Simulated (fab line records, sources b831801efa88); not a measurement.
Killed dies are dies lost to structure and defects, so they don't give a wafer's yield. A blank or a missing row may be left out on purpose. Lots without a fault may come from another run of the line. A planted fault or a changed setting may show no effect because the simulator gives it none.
Tool commonality check | flow sky130 | 11 lots, 42 wafers sampled

WHY IT WAS OPENED
At SKY_VIA1_RS_MEAS_22 the reading VIA1_W_RS is flagged on 3 of 11 lots. Wafers without a fault read 0.431 ohm/sq, standard deviation 0.0042.
Rule: a lot is flagged when every wafer of it that has a number lies more than 4 standard deviations from that mean, or none has a number. The other lots count as sound.

lot  | measured     | on            | VIA1_W_RS (ohm/sq), wafer by wafer  | flag
L418 | day 34 08:01 | film_metro-01 | 0.429 0.436 0.431                   |
L422 | day 36 05:31 | film_metro-02 | 0.437 0.429 0.425                   |
L423 | day 36 06:16 | film_metro-01 | 0.429 0.432 0.427                   |
L424 | day 36 10:46 | film_metro-01 | 0.435 0.427 0.429                   |
L426 | day 37 03:55 | film_metro-02 | 0.437 0.433 0.436                   |
L429 | day 37 20:51 | film_metro-04 | 0.430 0.431 0.423                   |
L430 | day 38 04:29 | film_metro-01 | 0.533 0.529 0.537 0.535 0.529 0.536 | FLAGGED
L431 | day 38 12:11 | film_metro-01 | 0.426 0.424 0.428                   |
L436 | day 39 21:13 | film_metro-02 | 0.539 0.545 0.529 0.538 0.546 0.530 | FLAGGED
L435 | day 40 06:56 | film_metro-04 | 0.527 0.527 0.538 0.527 0.527 0.539 | FLAGGED
L439 | day 41 00:02 | film_metro-04 | 0.435 0.433 0.434                   |
The numbers of the flagged lots are 0.534 ohm/sq on average: +0.103 ohm/sq against the usual, or +25 standard deviations.

WHICH TOOL RAN EACH LOT
The record holds 3 process steps before the reading, out of a route of 708 steps. In each cell: the tool, then ch and the chambers that the sampled wafers went through, then the start.
lot  | flag    | SKY_METAL1_SPUTTER_04        | SKY_VIA1_CMP_02               | SKY_VIA1_CVD_21
L418 |         | pvd_sputter-04, day 31 23:10 | cmp-01 ch 0,2,3, day 33 03:52 | cvd_w-01 ch 0,1, day 34 07:55
L422 |         | pvd_sputter-04, day 33 19:43 | cmp-01 ch 0,2, day 35 03:08   | cvd_w-01 ch 0,1, day 36 05:25
L423 |         | pvd_sputter-04, day 33 22:56 | cmp-01 ch 0,1,2, day 35 03:50 | cvd_w-01 ch 0,1, day 36 06:06
L424 |         | pvd_sputter-02, day 34 04:37 | cmp-02 ch 0,2,3, day 35 08:13 | cvd_w-01 ch 0,1, day 36 10:40
L426 |         | pvd_sputter-02, day 34 22:11 | cmp-01 ch 1,3, day 36 01:43   | cvd_w-01 ch 0, day 37 03:48
L429 |         | pvd_sputter-03, day 35 16:29 | cmp-02 ch 1,2,3, day 36 17:24 | cvd_w-02 ch 0, day 37 20:45
L430 | FLAGGED | pvd_sputter-03, day 35 23:43 | cmp-01 ch 2,3, day 37 02:02   | cvd_w-01 ch 0,1, day 38 04:23
L431 |         | pvd_sputter-03, day 36 07:13 | cmp-01 ch 0,1,2, day 37 09:19 | cvd_w-02 ch 0,1, day 38 12:02
L436 | FLAGGED | pvd_sputter-03, day 37 16:38 | cmp-01 ch 1,2,3, day 38 19:09 | cvd_w-01 ch 0,1, day 39 21:07
L435 | FLAGGED | pvd_sputter-02, day 38 01:13 | cmp-02 ch 0,2,3, day 39 04:26 | cvd_w-01 ch 0,1, day 40 06:50
L439 |         | pvd_sputter-02, day 38 20:13 | cmp-02 ch 1,2,3, day 39 22:27 | cvd_w-02 ch 0, day 40 23:57
What these steps do:
- SKY_METAL1_SPUTTER_04: material TiN, target thk 70 nm, time 58.3 s.
- SKY_VIA1_CMP_02: polishes SiO2.
- SKY_VIA1_CVD_21: deposits W, target thk 270 nm, time 80.902 s.
- SKY_VIA1_RS_MEAS_22: measures by four-point-probe.

FLAGGED OVER TOTAL, TOOL BY TOOL (the gauges that took the reading come last)
step                  | tool           | lots run | flagged | share of the flagged lots | sound lots run after its first flagged lot
SKY_METAL1_SPUTTER_04 | pvd_sputter-02 | 4        | 1       | some                      | 1 (L439)
SKY_METAL1_SPUTTER_04 | pvd_sputter-03 | 4        | 2       | some                      | 1 (L431)
SKY_METAL1_SPUTTER_04 | pvd_sputter-04 | 3        | 0       | none                      | -
SKY_VIA1_CMP_02       | cmp-01         | 7        | 2       | some                      | 1 (L431)
SKY_VIA1_CMP_02       | cmp-02         | 4        | 1       | some                      | 1 (L439)
SKY_VIA1_CVD_21       | cvd_w-01       | 8        | 3       | all                       | 0
SKY_VIA1_CVD_21       | cvd_w-02       | 3        | 0       | none                      | -
SKY_VIA1_RS_MEAS_22   | film_metro-01  | 5        | 1       | some                      | 1 (L431)
SKY_VIA1_RS_MEAS_22   | film_metro-02  | 3        | 1       | some                      | 0
SKY_VIA1_RS_MEAS_22   | film_metro-04  | 3        | 1       | some                      | 1 (L439)

WHAT THE TABLE ALLOWS
1 row of the table ran every flagged lot: cvd_w-01 at SKY_VIA1_CVD_21.
- cvd_w-01 at SKY_VIA1_CVD_21: 3 of its 8 lots flagged. Its last sound lot is L426 (day 37 03:48), its first flagged lot L430 (day 38 04:23): a fault that began between those two fits.
One tool is left: cvd_w-01 at SKY_VIA1_CVD_21.

WHAT THE SIMULATOR HAD PUT IN
Site profile drift: cvd_w-01, from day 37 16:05 on, at SKY_VIA1_CVD_21. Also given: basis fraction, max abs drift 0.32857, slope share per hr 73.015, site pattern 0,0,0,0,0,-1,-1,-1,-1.
Lots struck among those shown: L430, L436, L435. The rule above found the same.
